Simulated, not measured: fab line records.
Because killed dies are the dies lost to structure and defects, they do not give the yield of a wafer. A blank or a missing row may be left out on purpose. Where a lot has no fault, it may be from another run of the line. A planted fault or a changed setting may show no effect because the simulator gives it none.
fab line records	flow gf180mcu
record: lots: 13	wafers: 38	last-day: 34
route steps=602 shown POLY_GATE@167 HV_LDD@183
lots that met no fault: taken from a fault-free run of the same line
start-h: the number of hours between the record's first day and the start of the first shown wafer of the lot	wait-h: hours since the lot's step before	" as in the row above	L1.1+2: several wafers, shown together as one row	- no value present, or no start provided	* or withheld: withheld	< > ~ a bound
route shown NAME@n: names a module that has steps shown in the file, with the first one's number in the route	usual: the fault-free wafers' mean and standard deviation	same: alike in all rows	chamber/n: place in a boat	sites: per-site readings	_std_site: standard deviation of those values	_edge_site: the outer-site mean with the inner-site mean subtracted	radius-mm: how far each site lies from the wafer's centre	mask NAME#n: copy n	behind: the most recent tool/chamber to have shaped the wafer	hold: cause of the lot's hold/its duration in hours/its outcome	device: which transistor (n, p or np) failed to switch	end of line: tests run on the same wafers once the route is complete	a step given without rows: its recipe and nothing more	killed: the dies lost at the first sort to structure and to defects; this is not the yield of the wafer	map: per-die view of a wafer (x killed, . not killed, _ where there is no die)
set.NAME: the setting the step ran with; set.NAME@STEP: the setting that earlier step ran with	model.NAME: the simulator's own value behind a step, which no gauge read
a sample of lots followed through the steps of the route, with each step as a table and each wafer as a row
services: from which hour (start-h, from the record's first day; less than 0 if before it) a tool's chamber was out of use, for how many hours, and why
== steps ==
step: GF_POLY_GATE_CD_MEAS_10
recipe: target-cd-nm: 280
usual: cd-nm: 280.1/1.2
lot.wafer	tool	chamber	start-h	wait-h	cd-nm
L801.1	cd-sem-02	-	186.63	0.1	280.5
L801.2	"	-	"	"	280.1
L801.6	"	-	"	"	279.1
L802.2	cd-sem-02	-	212.25	0.1	279.3
L802.3	"	-	"	"	280.4
L802.4	"	-	"	"	279.1
L803.1	cd-sem-01	-	224.43	0.1	278.3
L803.2	"	-	"	"	278.1
L803.3	"	-	"	"	278.7
L804.1	cd-sem-02	-	225.16	0.2	279.9
L804.3	"	-	"	"	279.1
L804.5	"	-	"	"	279.9
L805.1	cd-sem-01	-	236.68	0.1	278.3
L805.4	"	-	"	"	278.9
L805.5	"	-	"	"	279.6
L811.3	cd-sem-02	-	277.61	0.1	279.4
L811.5	"	-	"	"	279.0
L811.6	"	-	"	"	280.2
L812.2	cd-sem-01	-	280.66	0.1	280.5
L812.6	"	-	"	"	278.9
L816.1	cd-sem-01	-	312.04	0.1	279.7
L816.2	"	-	"	"	278.4
L816.6	"	-	"	"	279.1
L817.1	cd-sem-01	-	314.23	0.1	279.3
L817.3	"	-	"	"	279.4
L817.6	"	-	"	"	280.2
L818.1	cd-sem-02	-	319.68	0.1	281.7
L818.3	"	-	"	"	279.7
L818.6	"	-	"	"	281.3
L820.1	cd-sem-01	-	332.74	0.1	282.7
L820.2	"	-	"	"	282.6
L820.6	"	-	"	"	281.8
L823.2	cd-sem-01	-	354.06	0.1	280.4
L823.5	"	-	"	"	279.8
L823.6	"	-	"	"	279.8
L824.1	cd-sem-02	-	361.78	0.1	281.7
L824.4	"	-	"	"	281.0
L824.6	"	-	"	"	280.9
step: GF_HV_LDD_CD_MEAS_07
recipe: target-cd-nm: 400
usual: cd-nm: 399.8/2.7
lot.wafer	tool	chamber	start-h	wait-h	cd-nm
L801.1	cd-sem-02	-	206.08	0.1	398.2
L801.2	"	-	"	"	398.1
L801.6	"	-	"	"	400.0
L802.2	cd-sem-02	-	231.45	0.1	401.0
L802.3	"	-	"	"	400.9
L802.4	"	-	"	"	399.0
L803.1	cd-sem-02	-	244.38	0.1	399.4
L803.2	"	-	"	"	399.3
L803.3	"	-	"	"	398.1
L804.1	cd-sem-02	-	246.28	0.1	397.4
L804.3	"	-	"	"	396.0
L804.5	"	-	"	"	397.6
L805.1	cd-sem-01	-	258.24	0.1	400.8
L805.4	"	-	"	"	403.0
L805.5	"	-	"	"	402.8
L811.3	cd-sem-01	-	299.91	0.1	399.2
L811.5	"	-	"	"	401.4
L811.6	"	-	"	"	398.7
L812.2	cd-sem-01	-	309.40	0.1	403.0
L812.6	"	-	"	"	405.9
L816.1	cd-sem-01	-	334.44	0.1	397.5
L816.2	"	-	"	"	398.5
L816.6	"	-	"	"	399.2
L817.1	cd-sem-01	-	336.63	0.1	400.1
L817.3	"	-	"	"	399.8
L817.6	"	-	"	"	397.7
L818.1	cd-sem-02	-	342.22	0.1	399.6
L818.3	"	-	"	"	399.6
L818.6	"	-	"	"	399.2
L820.1	cd-sem-02	-	356.58	0.1	394.2
L820.2	"	-	"	"	394.3
L820.6	"	-	"	"	393.0
L823.2	cd-sem-02	-	378.75	0.1	400.2
L823.5	"	-	"	"	398.6
L823.6	"	-	"	"	399.5
L824.1	cd-sem-02	-	385.87	0.1	401.5
L824.4	"	-	"	"	403.0
L824.6	"	-	"	"	404.3
step: GF_HV_LDD_COAT_26
recipe: resist: NOVOLAK	spin-rpm: 3000	resist-thk-nm: 1000
usual: resist-line-temp-C: 22.99/0.1
lot.wafer	tool	chamber	start-h	wait-h	resist-line-temp-C
L801.1	litho-track-04	0	234.14	0.1	22.96
L801.2	"	0	"	"	22.96
L801.6	"	0	"	"	22.93
L802.2	litho-track-04	0	258.56	0.1	22.95
L802.3	"	0	"	"	22.95
L802.4	"	0	"	"	22.93
L803.1	litho-track-03	0	272.53	0.1	23.13
L803.2	"	0	"	"	22.93
L803.3	"	0	"	"	22.97
L804.1	litho-track-03	0	274.63	0.1	23.10
L804.3	"	0	"	"	23.03
L804.5	"	0	"	"	22.88
L805.1	litho-track-03	0	286.98	0.1	22.91
L805.4	"	0	"	"	23.10
L805.5	"	0	"	"	23.02
L811.3	litho-track-03	0	330.98	0.1	22.89
L811.5	"	0	"	"	23.01
L811.6	"	0	"	"	22.98
L812.2	litho-track-03	0	340.10	0.1	23.06
L812.6	"	0	"	"	23.03
L816.1	litho-track-04	0	368.03	0.1	23.13
L816.2	"	0	"	"	23.02
L816.6	"	0	"	"	23.15
L817.1	litho-track-02	0	369.82	0.1	23.17
L817.3	"	0	"	"	23.16
L817.6	"	0	"	"	23.06
L818.1	litho-track-02	0	376.07	0.1	23.12
L818.3	"	0	"	"	23.18
L818.6	"	0	"	"	23.19
L820.1	litho-track-02	0	390.72	0.1	23.04
L820.2	"	0	"	"	22.99
L820.6	"	0	"	"	23.11
L823.2	litho-track-03	0	414.65	0.1	23.05
L823.5	"	0	"	"	22.85
L823.6	"	0	"	"	22.83
L824.1	litho-track-03	0	420.88	0.1	23.01
L824.4	"	0	"	"	22.88
L824.6	"	0	"	"	23.05
step: GF_HV_LDD_CD_MEAS_31
recipe: target-cd-nm: 400
usual: cd-nm: 399.7/2.3
lot.wafer	tool	chamber	start-h	wait-h	cd-nm
L801.1	cd-sem-01	-	243.69	0.1	399.9
L801.2	"	-	"	"	397.6
L801.6	"	-	"	"	399.1
L802.2	cd-sem-01	-	267.99	0.1	401.6
L802.3	"	-	"	"	402.6
L802.4	"	-	"	"	401.4
L803.1	cd-sem-01	-	282.62	0.1	398.9
L803.2	"	-	"	"	399.3
L803.3	"	-	"	"	398.6
L804.1	cd-sem-01	-	284.48	0.1	401.9
L804.3	"	-	"	"	402.1
L804.5	"	-	"	"	399.5
L805.1	cd-sem-01	-	296.73	0.1	397.7
L805.4	"	-	"	"	395.4
L805.5	"	-	"	"	398.6
L811.3	cd-sem-01	-	341.67	0.1	408.3
L811.5	"	-	"	"	401.9
L811.6	"	-	"	"	409.3
L812.2	cd-sem-01	-	351.29	0.1	399.7
L812.6	"	-	"	"	409.1
L816.1	cd-sem-02	-	379.17	0.1	399.6
L816.2	"	-	"	"	400.1
L816.6	"	-	"	"	400.1
L817.1	cd-sem-01	-	381.37	0.1	396.4
L817.3	"	-	"	"	394.7
L817.6	"	-	"	"	396.8
L818.1	cd-sem-02	-	387.78	0.1	404.9
L818.3	"	-	"	"	405.5
L818.6	"	-	"	"	404.4
L820.1	cd-sem-02	-	402.93	0.1	399.7
L820.2	"	-	"	"	399.9
L820.6	"	-	"	"	400.8
L823.2	cd-sem-01	-	426.95	0.1	398.1
L823.5	"	-	"	"	397.2
L823.6	"	-	"	"	398.6
L824.1	cd-sem-02	-	432.93	0.1	402.2
L824.4	"	-	"	"	403.8
L824.6	"	-	"	"	403.8
step: GF_HV_LDD_STRIP_37
recipe: chemistry: O2/N2	power-w: 1400	pressure-mtorr: 1500	platen-temp-c: 250	o2-flow-sccm: 3000	n2-flow-sccm: 300	overash-fraction: 0.5
usual: drypump-motor-current-A: 6.3/0.46	heater-power-w: 343/29	oes-product-au: 0.715/0.0044	strip-time-to-endpoint-s: 12.62/0.038
lot.wafer	tool	chamber	start-h	wait-h	drypump-motor-current-A	heater-power-w	oes-product-au	rf-hours-counter-h	strip-time-to-endpoint-s
L801.1	plasma-asher-03	1	244.44	0.1	6.6	337	0.712	45	12.62
L801.2	"	0	"	"	6.7	304	0.715	45	12.64
L801.6	"	1	"	"	6.6	339	0.720	-	12.62
L802.2	plasma-asher-03	1	268.73	0.1	6.5	340	0.712	47	12.56
L802.3	"	1	"	"	6.5	347	0.714	-	12.60
L802.4	"	0	"	"	6.7	314	0.719	-	12.59
L803.1	plasma-asher-03	1	283.38	0.1	6.6	343	0.713	49	12.59
L803.2	"	0	"	"	6.7	314	0.716	49	12.59
L803.3	"	1	"	"	6.5	349	0.713	-	12.60
L804.1	plasma-asher-03	1	285.24	0.1	6.6	341	0.713	49	12.70
L804.3	"	0	"	"	6.7	315	0.718	-	12.67
L804.5	"	1	"	"	6.6	333	0.711	-	12.72
L805.1	plasma-asher-04	1	297.49	0.1	6.5	389	0.707	66	12.62
L805.4	"	0	"	"	5.3	333	0.715	-	12.58
L805.5	"	0	"	"	5.3	331	0.711	-	12.59
L811.3	plasma-asher-01	0	342.42	0.1	6.2	351	0.712	-	11.57
L811.5	"	1	"	"	6.2	319	0.719	-	12.62
L811.6	"	0	"	"	6.3	343	0.702	-	11.56
L812.2	plasma-asher-04	1	352.03	0.1	6.5	395	0.717	72	12.58
L812.6	"	0	"	"	5.3	335	0.709	-	11.53
L816.1	plasma-asher-01	0	379.93	0.1	6.3	359	0.712	70	12.66
L816.2	"	1	"	"	6.2	312	0.721	70	12.64
L816.6	"	0	"	"	6.3	348	0.717	-	12.62
L817.1	plasma-asher-01	0	382.13	0.1	6.3	350	0.726	71	12.67
L817.3	"	1	"	"	6.3	329	0.722	-	12.66
L817.6	"	1	"	"	6.2	315	0.720	-	12.63
L818.1	plasma-asher-04	1	388.54	0.1	6.5	388	0.709	76	12.59
L818.3	"	0	"	"	5.3	337	0.707	-	12.59
L818.6	"	1	"	"	6.4	406	0.720	-	12.66
L820.1	plasma-asher-04	1	403.69	0.1	6.5	397	0.711	77	12.61
L820.2	"	0	"	"	5.3	337	0.713	77	12.60
L820.6	"	0	"	"	5.3	334	0.710	-	12.55
L823.2	plasma-asher-01	0	427.69	0.1	6.2	346	0.719	75	12.59
L823.5	"	1	"	"	6.2	321	0.717	-	12.60
L823.6	"	0	"	"	6.2	348	0.720	-	12.62
L824.1	plasma-asher-01	1	433.68	0.1	6.2	328	0.717	76	12.65
L824.4	"	1	"	"	6.2	317	0.715	-	12.66
L824.6	"	1	"	"	6.3	319	0.716	-	12.60
step: GF_HV_LDD_CD_MEAS_46
recipe: target-cd-nm: 400
usual: cd-nm: 399.8/2
lot.wafer	tool	chamber	start-h	wait-h	cd-nm
L801.1	cd-sem-01	-	262.98	0.1	398.8
L801.2	"	-	"	"	400.2
L801.6	"	-	"	"	397.5
L802.2	cd-sem-01	-	287.95	0.1	400.0
L802.3	"	-	"	"	397.6
L802.4	"	-	"	"	398.4
L803.1	cd-sem-01	-	302.79	0.2	398.9
L803.2	"	-	"	"	400.0
L803.3	"	-	"	"	399.2
L804.1	cd-sem-02	-	304.84	0.1	397.3
L804.3	"	-	"	"	396.2
L804.5	"	-	"	"	398.0
L805.1	cd-sem-02	-	317.79	0.1	404.3
L805.4	"	-	"	"	402.8
L805.5	"	-	"	"	400.3
L811.3	cd-sem-01	-	363.96	0.1	398.8
L811.5	"	-	"	"	400.3
L811.6	"	-	"	"	399.0
L812.2	cd-sem-01	-	374.25	0.1	395.7
L812.6	"	-	"	"	397.0
L816.1	cd-sem-02	-	403.72	0.1	399.8
L816.2	"	-	"	"	400.1
L816.6	"	-	"	"	400.2
L817.1	cd-sem-02	-	405.73	0.1	401.8
L817.3	"	-	"	"	400.5
L817.6	"	-	"	"	403.2
L818.1	cd-sem-01	-	412.18	0.1	403.9
L818.3	"	-	"	"	400.4
L818.6	"	-	"	"	402.3
L820.1	cd-sem-01	-	428.33	0.1	403.0
L820.2	"	-	"	"	404.8
L820.6	"	-	"	"	401.3
L823.2	cd-sem-02	-	451.80	0.1	399.9
L823.5	"	-	"	"	399.8
L823.6	"	-	"	"	401.8
L824.1	cd-sem-01	-	458.38	0.1	399.5
L824.4	"	-	"	"	400.1
L824.6	"	-	"	"	399.1
== services ==
tool	chamber	start-h	hours	kind
plasma-asher-01	-	288.86	2.5	repair
plasma-asher-01	-	290.71	7.6	repair
plasma-asher-01	-	355.91	0.4	repair
plasma-asher-01	-	377.50	1.4	repair
plasma-asher-04	-	421.25	9.0	pm
plasma-asher-04	0	421.25	9.0	vent-cycle
plasma-asher-04	1	421.25	9.0	vent-cycle
plasma-asher-04	0	430.25	-	clean
plasma-asher-04	1	430.25	-	clean
== key ==
first-sign: step: GF_HV_LDD_CD_MEAS_31	reading: cd-nm	direction: up	sigmas: 3.9	usual: 399.7	struck: 408.9
effect: step: GF_HV_LDD_STRIP_37	reading: strip-time-to-endpoint-s	direction: down	sigmas: 28	usual: *	struck: *
met-at GF_HV_LDD_COAT_26
struck-lots L811,L812
struck-wafers L811.3,L811.6,L812.6
tester-left-out L811,L812
not-acting-at GF_POLY_GATE_CD_MEAS_10,GF_HV_LDD_CD_MEAS_07,GF_HV_LDD_CD_MEAS_46
onset-between 286.98 330.98
fault: kind: process-parameter-drift	tool: litho-track-03	chamber: -	onset-h: 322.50	steps: GF_HV_LDD_COAT_26	channel: resist-thk-nm	offset: *	shape: step	end-h: 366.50	scope: struck-wafers-only	acts-in: *	stated: *
tester-left-out: of these lots the tester's yield and bins aren't shown, on N5 and GAA mostly nor the transistor test; their killed dies are dies lost to structure and defects alone, not to doping, threshold or leakage, so they don't give the yield
